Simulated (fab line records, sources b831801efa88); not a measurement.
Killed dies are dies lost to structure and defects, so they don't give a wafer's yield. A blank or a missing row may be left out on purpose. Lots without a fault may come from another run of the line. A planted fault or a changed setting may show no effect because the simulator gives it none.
Which tool did it? | flow gf180mcu | 6 lots, 18 wafers sampled, at 3 steps of a route of 602

WHAT THE GAUGES READ, wafer by wafer
GF_PSD_RS_MEAS_15: measures by four-point-probe.
lot  | measured     | on            | PSD_RS (ohm/sq)
L245 | day 15 21:56 | film_metro-01 | 109.0 108.8 108.8
L247 | day 16 19:31 | film_metro-04 | 111.1 111.0 111.0 111.1 111.0 111.0
L255 | day 19 16:28 | film_metro-01 | 109.0 108.9 108.7
L257 | day 20 02:23 | film_metro-01 | 109.0 109.0 109.2
L259 | day 20 21:47 | film_metro-01 | 108.4 108.5 108.5
L262 | day 22 00:01 | film_metro-04 | 108.6 108.4 108.8

WHICH TOOL RAN EACH LOT (tool, then ch and the chambers of the sampled wafers, then the start)
lot  | GF_PSD_IMPLANT_09               | GF_PSD_STRIP_10
L245 | implanter-01 ch 0, day 15 21:23 | plasma_asher-04 ch 0,1, day 15 21:31
L247 | implanter-01 ch 0, day 16 18:56 | plasma_asher-01 ch 0, day 16 19:04
L255 | implanter-01 ch 0, day 19 15:55 | plasma_asher-04 ch 0,1, day 19 16:02
L257 | implanter-04 ch 0, day 20 01:44 | plasma_asher-03 ch 0,1, day 20 01:53
L259 | implanter-01 ch 0, day 20 21:14 | plasma_asher-04 ch 0,1, day 20 21:22
L262 | implanter-01 ch 0, day 21 23:28 | plasma_asher-01 ch 0,1, day 21 23:37
- GF_PSD_IMPLANT_09
- GF_PSD_STRIP_10: strips in O2/N2.

THE ANSWER, worked out from the rows above alone
Rule: what is usual is taken from the lots themselves. Put in order of their means at a reading, lots are off if they are a third of the lots or fewer, leave a main group of 4 or more, and stand apart from it by a gap of 3 or more times the standard deviation of the main group's means; of several such gaps the widest counts. A main group whose means are all the same, to the digits that the tables above print for the reading, isn't used. A lot without any number at a reading at which 4 lots or more have one is off too. The other lots that the step has rows for count as sound.
Off: L247, at GF_PSD_RS_MEAS_15 (PSD_RS). The main group: mean 108.8 ohm/sq, standard deviation 0.21.
A tool fits if, at a process step before that reading, it ran every lot that is off, and no sound lot after the first of them. The gauges at GF_PSD_RS_MEAS_15 are tried like those tools. None of those tried fits.

WHAT THE SIMULATOR HAD PUT IN
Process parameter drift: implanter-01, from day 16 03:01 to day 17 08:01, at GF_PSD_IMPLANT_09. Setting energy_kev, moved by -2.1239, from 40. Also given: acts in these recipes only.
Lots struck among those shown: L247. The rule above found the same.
